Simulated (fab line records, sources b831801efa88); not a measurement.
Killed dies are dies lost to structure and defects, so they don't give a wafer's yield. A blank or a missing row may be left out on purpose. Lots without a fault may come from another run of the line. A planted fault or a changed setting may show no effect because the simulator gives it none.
Which tool did it? | flow sky130 | 12 lots, 36 wafers sampled, at 4 steps of a route of 708

WHAT THE GAUGES READ, wafer by wafer
SKY_VT_ADJUST_PCH_OVL_MEAS_07. Usual: VT_ADJUST_PCH_OVL 0.6 nm, standard deviation 1.2.
lot  | measured     | on         | VT_ADJUST_PCH_OVL (nm) | flag
L494 | day 10 13:33 | overlay-01 | 1.2 0.5 1.8            |
L496 | day 10 22:09 | overlay-01 | 0.1 1.1 2.3            |
L497 | day 11 04:56 | overlay-01 | 2.0 2.3 1.2            |
L498 | day 11 15:53 | overlay-02 | 0.2 -0.9 -0.5          |
L499 | day 12 00:05 | overlay-02 | 0.4 1.1 1.7            |
L503 | day 13 04:41 | overlay-01 | -0.6 1.4 0.5           |
L504 | day 13 11:53 | overlay-01 | 1.5 1.5 1.0            |
L505 | day 13 19:44 | overlay-01 | 4.1 2.0 0.4            |
L507 | day 14 08:29 | overlay-01 | 2.2 0.6 2.9            |
L512 | day 16 04:31 | overlay-02 | 0.5 1.6 0.2            |
L513 | day 16 16:41 | overlay-01 | 0.3 0.6 -2.0           |
L517 | day 17 17:09 | overlay-01 | 0.9 0.9 0.5            |

SKY_SONOS_TUNNEL_CD_MEAS_07: target cd 410 nm. Usual: cd_nm 410.0 nm, standard deviation 1.8.
lot  | measured     | on        | cd_nm (nm)        | flag
L494 | day 11 13:03 | cd_sem-02 | 409.1 407.2 411.6 |
L496 | day 11 21:54 | cd_sem-02 | 409.4 408.5 407.3 |
L497 | day 12 05:05 | cd_sem-01 | 412.1 412.0 410.6 |
L498 | day 12 16:20 | cd_sem-01 | 415.6 414.1 414.5 |
L499 | day 13 01:15 | cd_sem-01 | 408.2 409.7 411.8 |
L503 | day 14 05:45 | cd_sem-01 | 411.2 411.0 411.1 |
L504 | day 14 13:32 | cd_sem-01 | 409.6 410.1 407.5 |
L505 | day 14 22:28 | cd_sem-01 | 409.2 411.7 410.7 |
L507 | day 15 11:52 | cd_sem-01 | 410.7 411.7 409.2 |
L512 | day 17 09:40 | cd_sem-01 | 381.5 383.7 383.1 | OFF
L513 | day 17 20:50 | cd_sem-02 | 378.6 380.2 379.6 | OFF
L517 | day 18 23:28 | cd_sem-01 | 413.4 413.0 412.5 |

WHICH TOOL RAN EACH LOT (tool, then ch and the chambers of the sampled wafers, then the start)
lot  | SKY_VT_ADJUST_PCH_STRIP_09           | SKY_SONOS_TUNNEL_DEVELOP_06
L494 | plasma_asher-02 ch 0,1, day 10 13:44 | litho_track-02 ch 0, day 11 12:55
L496 | plasma_asher-04 ch 1, day 10 22:20   | litho_track-02 ch 0, day 11 21:46
L497 | plasma_asher-01 ch 0,1, day 11 05:08 | litho_track-03 ch 0, day 12 04:56
L498 | plasma_asher-01 ch 1, day 11 16:05   | litho_track-02 ch 0, day 12 16:11
L499 | plasma_asher-01 ch 0,1, day 12 00:16 | litho_track-03 ch 0, day 13 01:06
L503 | plasma_asher-01 ch 0,1, day 13 04:52 | litho_track-02 ch 0, day 14 05:37
L504 | plasma_asher-01 ch 0,1, day 13 12:05 | litho_track-04 ch 0, day 14 13:23
L505 | plasma_asher-02 ch 0,1, day 13 19:55 | litho_track-03 ch 0, day 14 21:54
L507 | plasma_asher-02 ch 0,1, day 14 08:40 | litho_track-04 ch 0, day 15 11:43
L512 | plasma_asher-04 ch 0,1, day 16 04:43 | litho_track-02 ch 0, day 17 09:29
L513 | plasma_asher-04 ch 0,1, day 16 16:52 | litho_track-02 ch 0, day 17 20:41
L517 | plasma_asher-04 ch 0,1, day 17 17:20 | litho_track-04 ch 0, day 18 23:19
- SKY_VT_ADJUST_PCH_STRIP_09: strips in O2/N2.
- SKY_SONOS_TUNNEL_DEVELOP_06: develop time 60 s.

WHAT THE TOOLS THEMSELVES READ (means of the sampled wafers that have a number; where no wafer has one, the mark that the record gives instead)
SKY_VT_ADJUST_PCH_STRIP_09. Usual: drypump_motor_current_A 5.8 A, standard deviation 0.43; n2_flow_sccm 300.0 sccm, standard deviation 0.8; oes_product_au 0.723 a.u., standard deviation 0.0046; strip_time_to_endpoint_s 36.96 s, standard deviation 0.088.
lot  | tool            | drypump_motor_current_A (A) | n2_flow_sccm (sccm) | oes_product_au (a.u.) | strip_time_to_endpoint_s (s) | flag
L494 | plasma_asher-02 | 6.0                         | 300.7               | 0.726                 | 36.86                        |
L496 | plasma_asher-04 | 6.1                         | 301.1               | 0.726                 | 36.94                        |
L497 | plasma_asher-01 | 5.6                         | 299.4               | 0.724                 | 37.01                        |
L498 | plasma_asher-01 | 5.9                         | 299.9               | 0.726                 | 36.86                        |
L499 | plasma_asher-01 | 5.3                         | 299.8               | 0.725                 | 36.92                        |
L503 | plasma_asher-01 | 5.6                         | 299.9               | 0.725                 | 37.16                        |
L504 | plasma_asher-01 | 5.6                         | 300.3               | 0.721                 | 37.00                        |
L505 | plasma_asher-02 | 6.0                         | 299.3               | 0.720                 | 36.89                        |
L507 | plasma_asher-02 | 6.0                         | 299.5               | 0.725                 | 36.82                        |
L512 | plasma_asher-04 | 6.2                         | 299.3               | 0.722                 | 37.08                        |
L513 | plasma_asher-04 | 6.2                         | 300.1               | 0.718                 | 36.97                        |
L517 | plasma_asher-04 | 6.2                         | 300.5               | 0.722                 | 36.98                        |

THE ANSWER, worked out from the rows above alone
Rule: a lot is off if the mean of its wafers that have a number lies more than 3 standard deviations from the usual mean. A lot without any number at a reading at which 4 lots or more have one is off too. The other lots that the step has rows for count as sound. The gauges are gone through in route order, then the tools' own readings, and for those a lot's mean is taken as printed above. The first step at which some lot is off is used, and at that step the reading that is off furthest; a lot without a number counts as furthest.
Off: L512, L513, at SKY_SONOS_TUNNEL_CD_MEAS_07 (cd_nm).
A tool fits if, at a process step before that reading, it ran every lot that is off, and no sound lot after the first of them. The gauges at SKY_SONOS_TUNNEL_CD_MEAS_07 are tried like those tools. One fits: litho_track-02 at SKY_SONOS_TUNNEL_DEVELOP_06. Its last sound lot is L503 (day 14 05:37), its first lot that is off L512 (day 17 09:29): a fault that began between those two fits.

WHAT THE SIMULATOR HAD PUT IN
Process parameter drift: litho_track-02, from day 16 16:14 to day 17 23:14, at SKY_SONOS_TUNNEL_DEVELOP_06. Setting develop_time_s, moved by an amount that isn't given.
Lots struck among those shown: L512, L513. The rule above found the same.
